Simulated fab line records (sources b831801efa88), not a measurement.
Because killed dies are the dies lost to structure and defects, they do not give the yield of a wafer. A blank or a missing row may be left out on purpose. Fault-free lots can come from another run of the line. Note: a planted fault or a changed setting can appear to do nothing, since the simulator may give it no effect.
The tool behind it: which one?    flow sky130    24 lots, 72 wafers sampled, at 4 steps of a route of 708

== WHAT EACH GAUGE READ, for each wafer ==
SKY_METAL2_OVL_MEAS_16. Usual: for METAL2_OVL the level is 0 nm and the standard deviation is 5.6.
lot   measured      on          METAL2_OVL (nm)  flag
L074  day 35 06:20  overlay-01  -3 -3 -4         
L075  day 35 09:11  overlay-02  1 -1 3           
L076  day 36 01:51  overlay-01  4 4 -3           
L077  day 36 00:15  overlay-01  7 0 8            
L078  day 36 04:35  overlay-01  8 7 4            
L079  day 36 16:32  overlay-01  -2 3 1           
L080  day 38 00:35  overlay-01  13 4 5           
L081  day 38 02:44  overlay-01  -4 -2 -1         
L082  day 38 01:43  overlay-01  0 1 4            
L083  day 38 04:50  overlay-01  4 7 4            
L084  day 38 08:16  overlay-02  2 2 5            
L085  day 38 10:39  overlay-01  8 9 7            
L086  day 38 21:44  overlay-01  4 -1 -2          
L087  day 39 06:26  overlay-02  2 -1 -6          
L088  day 39 13:05  overlay-02  2 11 4           
L089  day 39 14:59  overlay-02  -6 -10 -10       
L090  day 39 22:23  overlay-01  6 10 4           
L091  day 40 04:24  overlay-02  4 -6 -6          
L092  day 40 17:35  overlay-01  -5 -9 -12        
L093  day 40 21:08  overlay-02  -3 -7 -6         
L094  day 41 00:36  overlay-01  -3 -8 -8         
L095  day 41 09:23  overlay-01  -3 1 2           
L096  day 41 15:17  overlay-01  7 -2 6           
L097  day 41 20:20  overlay-02  -5 -6 -11        

SKY_CAPM_OVL_MEAS_12. Usual: for CAPM_OVL the level is 0.6 nm and the standard deviation is 1.3.
lot   measured      on          CAPM_OVL (nm)   flag
L074  day 37 11:52  overlay-01  0.1 0.1 0.3     
L075  day 37 16:01  overlay-01  2.5 0.1 0.9     
L076  day 38 08:28  overlay-01  2.1 2.0 1.3     
L077  day 38 05:38  overlay-02  0.3 0.8 0.2     
L078  day 38 10:38  overlay-02  1.0 0.4 1.1     
L079  day 38 22:55  overlay-02  1.6 0.4 0.3     
L080  day 40 04:55  overlay-02  -1.6 -0.4 -1.0  
L081  day 40 07:37  overlay-02  -0.6 -0.3 -0.6  
L082  day 40 06:23  overlay-02  1.0 0.2 1.1     
L083  day 40 09:46  overlay-02  4.9 3.2 1.9     
L084  day 40 13:14  overlay-01  -2.1 -1.0 -1.8  
L085  day 40 15:38  overlay-01  1.0 -0.6 0.1    
L086  day 41 01:40  overlay-02  0.4 0.7 0.9     
L087  day 41 10:05  overlay-01  1.6 -0.6 1.0    
L088  day 41 17:01  overlay-01  1.0 0.7 1.5     
L089  day 41 17:49  overlay-02  -0.8 1.8 0.7    
L090  day 42 00:34  overlay-02  2.1 0.2 -0.1    
L091  day 42 07:32  overlay-01  0.9 2.5 0.4     
L092  day 42 19:22  overlay-01  3.1 2.3 2.1     
L093  day 42 23:07  overlay-02  2.1 1.0 3.1     
L094  day 43 03:22  overlay-02  -0.6 -1.4 1.4   
L095  day 43 11:13  overlay-02  0.6 1.2 -0.1    
L096  day 43 15:28  overlay-02  -2.7 -0.9 -2.2  
L097  day 43 21:04  overlay-02  3.1 1.2 1.9     

SKY_METAL4_OVL_MEAS_14. Usual: for METAL4_OVL the level is 2 nm and the standard deviation is 5.
lot   measured      on          METAL4_OVL (nm)  flag
L074  day 41 18:35  overlay-02  2 0 -4           
L075  day 41 23:53  overlay-02  -5 3 2           
L076  day 42 13:35  overlay-01  -1 1 -4          
L077  day 42 12:18  overlay-02  -1 -8 -6         
L078  day 42 16:29  overlay-01  -8 1 -4          
L079  day 43 04:20  overlay-01  4 6 8            
L080  day 44 08:44  overlay-01  3 3 7            
L081  day 44 10:20  overlay-02  -5 -7 -3         
L082  day 44 08:18  overlay-02  1 4 0            
L083  day 44 12:44  overlay-02  0 -3 3           
L084  day 44 14:37  overlay-02  9 6 3            
L085  day 44 17:09  overlay-01  0 8 8            
L086  day 45 02:57  overlay-01  4 3 8            
L087  day 45 11:54  overlay-02  -5 2 0           
L088  day 45 15:57  overlay-01  1 -1 3           
L089  day 45 17:05  overlay-02  11 7 11          
L090  day 45 22:48  overlay-01  -6 3 -4          
L091  day 46 03:34  overlay-02  6 5 3            
L092  day 46 14:20  overlay-01  5 -1 5           
L093  day 46 17:45  overlay-02  9 12 9           
L094  day 46 21:29  overlay-01  1 -2 0           
L095  day 47 05:38  overlay-01  5 4 2            
L096  day 47 10:42  overlay-01  4 7 9            
L097  day 47 15:02  overlay-02  1 3 -6           

== EACH LOT AND THE TOOL THAT RAN IT (in order: tool; ch and the chambers of the sampled wafers; start) ==
lot   SKY_FIELD_ISO_CMP_27
L074  cmp-02 ch 1,3, day 2 14:49
L075  cmp-02 ch 1,3, day 2 17:37
L076  cmp-01 ch 0,1,2, day 2 21:59
L077  cmp-01 ch 2,3, day 3 00:58
L078  cmp-01 ch 0,2,3, day 3 05:15
L079  cmp-01 ch 0,2, day 3 12:16
L080  cmp-01 ch 2,3, day 3 15:46
L081  cmp-01 ch 0,1, day 3 22:38
L082  cmp-02 ch 0,1, day 4 06:11
L083  cmp-02 ch 1,2,3, day 4 08:28
L084  cmp-01 ch 2,3, day 4 12:52
L085  cmp-02 ch 1,2, day 4 17:33
L086  cmp-01 ch 0,1,2, day 4 23:20
L087  cmp-01 ch 0,1,3, day 5 04:52
L088  cmp-02 ch 0,1,2, day 5 10:31
L089  cmp-02 ch 1,2,3, day 5 13:54
L090  cmp-01 ch 0,2,3, day 5 20:52
L091  cmp-02 ch 2,3, day 6 02:02
L092  cmp-02 ch 0,1,2, day 6 10:05
L093  cmp-01 ch 0,1,3, day 6 12:22
L094  cmp-01 ch 0,2, day 6 18:46
L095  cmp-02 ch 0,1,2, day 6 22:31
L096  cmp-01 ch 0,3, day 7 04:28
L097  cmp-01 ch 0,2,3, day 7 12:27
- SKY_FIELD_ISO_CMP_27: polishes, stops on Si3N4, t overpolish 16 s, target thk 457.8 nm.

== WHAT THE TOOLS THEMSELVES READ (means of the sampled wafers that have a number; where no wafer has one, the mark that the record gives instead) ==
SKY_FIELD_ISO_CMP_27. Usual: motor-current-A 12.2 A, standard deviation 1.5; overpolish-run-s 16.000 s, standard deviation 0.0089; time-to-endpoint-s 115 s, standard deviation 6.9.
lot   tool    motor-current-A (A)  overpolish-run-s (s)  time-to-endpoint-s (s)  flag
L074  cmp-02  11.7                 16.009                124                     
L075  cmp-02  11.3                 16.005                119                     
L076  cmp-01  12.2                 15.996                103                     
L077  cmp-01  11.3                 15.999                111                     
L078  cmp-01  11.6                 15.995                108                     
L079  cmp-01  11.6                 15.995                109                     
L080  cmp-01  11.6                 16.004                117                     
L081  cmp-01  12.6                 15.999                107                     
L082  cmp-02  13.7                 16.003                125                     
L083  cmp-02  11.6                 15.995                120                     
L084  cmp-01  11.4                 15.994                118                     
L085  cmp-02  11.4                 16.003                119                     
L086  cmp-01  11.9                 16.004                112                     
L087  cmp-01  12.0                 15.999                109                     
L088  cmp-02  12.8                 16.002                123                     
L089  cmp-02  11.1                 15.995                126                     
L090  cmp-01  12.0                 16.009                118                     
L091  cmp-02  11.3                 15.998                120                     
L092  cmp-02  13.1                 16.004                117                     
L093  cmp-01  12.4                 15.994                114                     
L094  cmp-01  11.3                 15.993                113                     
L095  cmp-02  13.1                 16.004                115                     
L096  cmp-01  12.3                 15.991                113                     
L097  cmp-01  11.7                 16.001                115                     

== THE ANSWER, worked out from the rows above alone ==
Rule: a lot is off if the mean of its wafers that have a number lies more than 3 standard deviations from the usual mean. A lot without any number at a reading at which 4 lots or more have one is off too. Where the step has rows for the other lots, those lots are counted as sound. First the gauges in route order, then the tools' own readings, where a lot's mean is used as printed above. The first step at which some lot is off is used, and at that step the reading that is off furthest; a lot without a number counts as furthest.
No lot is off on any of the readings shown, so nothing can be concluded from this.

== WHAT HAD BEEN PUT IN BY THE SIMULATOR ==
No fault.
